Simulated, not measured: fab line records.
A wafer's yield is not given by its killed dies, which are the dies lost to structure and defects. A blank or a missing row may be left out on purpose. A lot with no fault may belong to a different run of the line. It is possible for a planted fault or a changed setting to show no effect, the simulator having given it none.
A lot that was struck, set against a sound lot + flow sky130 + 43 out of 708 route steps
Sound: wafers L866.1, L866.4, L866.5. Wafers struck: L868.4, L868.5, L868.6. The cause is given at the end.
For every step that has rows: the tool of each side, followed by ch and its chambers, followed by its first start. Under that, the readings that differ: sound wafers + struck wafers + difference of the means + sigmas: that difference in standard deviations of wafers without a fault.
alike: words and numbers the same on both sides, and readings whose means are apart by under 2 such deviations; not compared: readings that were withheld, readings missing a value for some wafer, numbers with overlapping values and no deviation given by the record, and bounds like >300 which may hide the same value.
A row with sigmas, a row that says differs or no value, or rows on one side alone: a step with any of these is where the two part. When numbers do not overlap yet have no deviation, they are printed without sigmas and do not part them. A reading that every wafer of one side lacks parts them only if that side has two wafers or more.

first, 5 steps without rows for these wafers: SKY_POLY_GATE_COAT_08 (resist thk 450 nm); SKY_POLY_GATE_SOFTBAKE_09 (time 90 s); SKY_POLY_GATE_EXPOSE_10 (exposes mask P1M, target cd 150 nm); SKY_POLY_GATE_PEB_11; SKY_POLY_GATE_DEVELOP_12 (develop time 60 s).
SKY_POLY_GATE_CD_MEAS_13: target cd 150 nm.
  sound on cdSem-02 at day 17 03:44; struck on cdSem-02 at day 18 05:42
  alike: cdNm
SKY_POLY_GATE_OVL_MEAS_14:
  sound on overlay-02 at day 17 03:51; struck on overlay-02 at day 18 05:46
  alike: POLY_GATE_OVL
SKY_POLY_GATE_ETCH_15: etches BARC in N2/H2, stops on SiO2, time 118.5 s, target depth 110 nm.
  sound on rieDiel-03 ch 0,2,3, day 17 03:53; struck on rieDiel-04 ch 0,1,2, day 18 05:50
  alike: drypumpMotorCurrentA, h2FlowSccm, oesProductAu, throttleValvePct
  not compared: rfHoursCounterH
SKY_POLY_GATE_ETCH_16: etches Si3N4 in CH3F/O2, stops on poly-Si, time 147.5 s, target depth 75 nm.
  sound on rieDiel-03 ch 0,2,3, day 17 03:58; struck on rieDiel-04 ch 0,1,2, day 18 05:55
  alike: O2_flow_sccm, drypumpMotorCurrentA, oesProductAu, throttleValvePct
  not compared: rfHoursCounterH
SKY_POLY_GATE_ETCH_17: etches poly-Si in HBr/Cl2, stops on SiO2, target depth 180 nm, time 70.5 s.
  sound on rieSi-01 ch 2,3, day 17 04:04; struck on rieSi-01 ch 0,1,2, day 18 06:00
  alike: drypumpMotorCurrentA, heBacksideLeakSccm, oesProductAu, throttleValvePct
  not compared: rfHoursCounterH
SKY_POLY_GATE_STRIP_18: strips in O2/N2.
  sound on plasmaAsher-04 ch 0,1, day 17 04:08; struck on plasmaAsher-04 ch 0,1, day 18 06:04
  alike: drypumpMotorCurrentA, oesProductAu, stripTimeToEndpointS
  not compared: rfHoursCounterH
then, 1 step without rows for these wafers: SKY_POLY_GATE_CLEAN_19 (cleans in SC1/SC2, time 150 s).
SKY_POLY_GATE_OXIDATION_20: stabilise 600 s, purge 300 s, target thk 4 nm.
  sound on furnace-02 ch 0, day 17 06:04; struck on furnace-02 ch 0, day 18 06:56
  alike: oxTempCMax, zonePowerBottomPct
SKY_POLY_GATE_THK_MEAS_21:
  sound on filmMetro-04 at day 17 07:19; struck on filmMetro-03 at day 18 08:12
  alike: POLY_GATE_OXIDATION_THK
SKY_POLY_GATE_CD_MEAS_22:
  sound on cdSem-02 at day 17 07:23; struck on cdSem-02 at day 18 08:19
  alike: cdNm
then, 7 steps without rows for these wafers: SKY_LDD_N_DEHYDRATE_00 (time 60 s); SKY_LDD_N_HMDS_01 (prime time 60 s); SKY_LDD_N_COAT_02 (resist thk 300 nm); SKY_LDD_N_SOFTBAKE_03 (time 60 s); SKY_LDD_N_EXPOSE_04 (exposes mask NTM, target cd 840 nm); SKY_LDD_N_PEB_05; SKY_LDD_N_DEVELOP_06 (develop time 60 s).
SKY_LDD_N_OVL_MEAS_07:
  sound on overlay-02 at day 18 13:45; struck on overlay-02 at day 19 14:07
  alike: LDD_N_OVL
then, 8 steps without rows for these wafers: SKY_LDD_N_IMPLANT_08; SKY_LDD_N_IMPLANT_09; SKY_LDD_N_IMPLANT_10; SKY_LDD_N_IMPLANT_11; SKY_LDD_N_IMPLANT_12; SKY_LDD_N_IMPLANT_13; SKY_LDD_N_IMPLANT_14; SKY_LDD_N_IMPLANT_15.
SKY_LDD_N_STRIP_16: strips in O2/N2.
  sound on plasmaAsher-01 ch 0,1, day 18 15:01; struck on plasmaAsher-01 ch 0,1, day 19 15:22
| reading                  | sound             | struck            | difference | sigmas |
|--------------------------|-------------------|-------------------|------------|--------|
| stripTimeToEndpointS (s) | 4.292 4.282 4.272 | 4.315 4.316 4.337 | +0.041     | +3     |
  alike: drypumpMotorCurrentA, oesProductAu
  not compared: rfHoursCounterH
SKY_LDD_N_TW_MEAS_17:
  sound on filmMetro-02 at day 18 15:07; struck on filmMetro-04 at day 19 15:27
  alike: LDD_N_TW
then, 7 steps without rows for these wafers: SKY_LDD_P_DEHYDRATE_00 (time 60 s); SKY_LDD_P_HMDS_01 (prime time 60 s); SKY_LDD_P_COAT_02 (resist thk 1161 nm); SKY_LDD_P_SOFTBAKE_03 (time 60 s); SKY_LDD_P_EXPOSE_04 (exposes mask PSDM, target cd 380 nm); SKY_LDD_P_PEB_05; SKY_LDD_P_DEVELOP_06 (develop time 60 s).
SKY_LDD_P_CD_MEAS_07: target cd 380 nm.
  sound on cdSem-02 at day 19 21:50; struck on cdSem-02 at day 20 22:21
  alike: cdNm
SKY_LDD_P_OVL_MEAS_08:
  sound on overlay-01 at day 19 21:57; struck on overlay-02 at day 20 22:26
  alike: LDD_P_OVL
-- record jumps: 26 days separate the struck wafers' starts on either side; left off in module LDD_P, taken up again in module PAD_OPEN, whose first shown step is the route's number 708 --
SKY_PAD_OPEN_PROBE_99:
  sound on prober-02 at day 46 12:04; struck on prober-02 at day 47 03:34
| reading                                     | sound                | struck               | difference | sigmas |
|---------------------------------------------|----------------------|----------------------|------------|--------|
| model.etest.diodeNwellSub.leakLog10ACm2     | -7.405 -7.508 -7.27  | -5.825 -6.029 -5.949 | +1.460     |        |
| model.etest.diodeDnwellSub.leakLog10ACm2    | -7.518 -7.197 -7.128 | -5.846 -5.892 -5.999 | +1.369     |        |
| model.etest.diodePwellDnwell.leakLog10ACm2  | -7.766 -7.622 -7.605 | -6.324 -6.539 -6.514 | +1.205     |        |
| model.etest.diodeNdiffPwellHv.leakLog10ACm2 | -6.643 -6.696 -6.517 | -5.968 -5.843 -5.767 | +0.759     |        |
| model.etest.diodePdiffNwellHv.leakLog10ACm2 | -6.575 -6.842 -6.766 | -5.92 -5.85 -5.875   | +0.85      |        |
| model.etest.diodeNdiffPwell.leakLog10ACm2   | -7.045 -7.202 -7.541 | -6.641 -6.144 -6.914 | +0.696     |        |
| model.etest.diodePdiffNwell.leakLog10ACm2   | -7.141 -7.244 -7.144 | -6.276 -6.611 -6.463 | +0.726     |        |
| model.etest.nfet_16v.offLog10AUm            | -13.78 -13.81 -13.77 | -13.13 -13.17 -13.06 | +0.67      |        |

WHERE THEY PART
SKY_LDD_N_STRIP_16 only, going by this record. Later steps at which nothing parts them and some readings are alike: SKY_LDD_N_TW_MEAS_17, SKY_LDD_P_CD_MEAS_07, SKY_LDD_P_OVL_MEAS_08.

WHY: whatever the simulator had introduced
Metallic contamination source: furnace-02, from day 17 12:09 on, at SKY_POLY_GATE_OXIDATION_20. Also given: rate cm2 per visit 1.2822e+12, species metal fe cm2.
